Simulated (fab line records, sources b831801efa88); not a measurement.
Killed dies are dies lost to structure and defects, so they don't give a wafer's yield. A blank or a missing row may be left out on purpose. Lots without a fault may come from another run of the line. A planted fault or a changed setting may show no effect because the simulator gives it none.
Problem report in the 8D (eight disciplines) form, filled by code | flow sky130 | the parts of the form that need people (team, actions taken, sign-off) are left out

1. THE PROBLEM
bias_w at SKY_VIA1_ETCH_14 reads a mean of 102.53 W on 6 wafers of 2 lots; wafers without a fault read 100.03 W with a standard deviation of 0.28. That is +8.9 standard deviations from the usual mean.
The step: etches BARC in N2/H2, stops on SiO2, time 45.9 s, target depth 60 nm.
First seen on wafer L965.1, day 39 10:26, on rie_diel-02. The record holds 42 wafers of 14 lots with a number at this step. Rule for "out", or "out of limits": more than 4 standard deviations from the usual mean. The other wafers with a number count as sound.

2. WHAT IT IS AND WHAT IT IS NOT
question                    | is                     | is not
which readings at this step | bias_w                 | chamber_pressure_mTorr, oes_product_au, throttle_valve_pct
which lots                  | L965, L967             | L950, L951, L952, L953, L955, L957, L958, L959, L968, L969, L970, L971
which wafers of those lots  | all that have a number | -
read on which tools         | rie_diel-02            | rie_diel-01, rie_diel-04
when                        | from day 39 10:26      | up to then (24 sound wafers); but 12 sound wafers of L968, L969, L970, L971 came after

3. SUSPECTS, AND WHAT RULES EACH OUT
Counting: a tool at a process step up to the reading stays a suspect if it ran every lot that is out and no sound lot after the first of them.
- rie_diel-02 at SKY_VIA1_ETCH_14 (etches BARC in N2/H2, stops on SiO2, time 45.9 s, target depth 60 nm): kept. It ran every lot that is out, first L965 (day 39 10:26), and no sound lot after that; its last sound lot up to then is L959 (day 37 19:26). Its own readings are out on those wafers: bias_w.
Left after counting: rie_diel-02 at SKY_VIA1_ETCH_14.

4. THE CAUSE (what the simulator had put in)
Process parameter drift: rie_diel-02, from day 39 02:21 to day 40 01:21, at SKY_VIA1_ETCH_14. Setting bias_w, moved by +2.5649, from 100. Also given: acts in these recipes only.
Counting left only this tool.

5. THE CHAIN OF EFFECTS, in route order
Each row: a reading whose mean over the struck wafers that have a number lies more than 3 standard deviations from the usual. Only readings for which the record gives a usual standard deviation are gone through. hours: the time from each lot's start at the first step in this table that gives one to its start at this step, as a median over the lots. sigmas: the change in usual standard deviations.
hours | step             | reading | usual    | on struck wafers | change | sigmas
0     | SKY_VIA1_ETCH_14 | bias_w  | 100.03 W | 102.53           | +2.50  | +8.9
The process steps in it:
- SKY_VIA1_ETCH_14: etches BARC in N2/H2, stops on SiO2, time 45.9 s, target depth 60 nm.

6. WHAT WOULD HAVE CAUGHT IT SOONER
In this record the first reading out of limits was taken at day 39 10:26, 8 hours after the fault began at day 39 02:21.
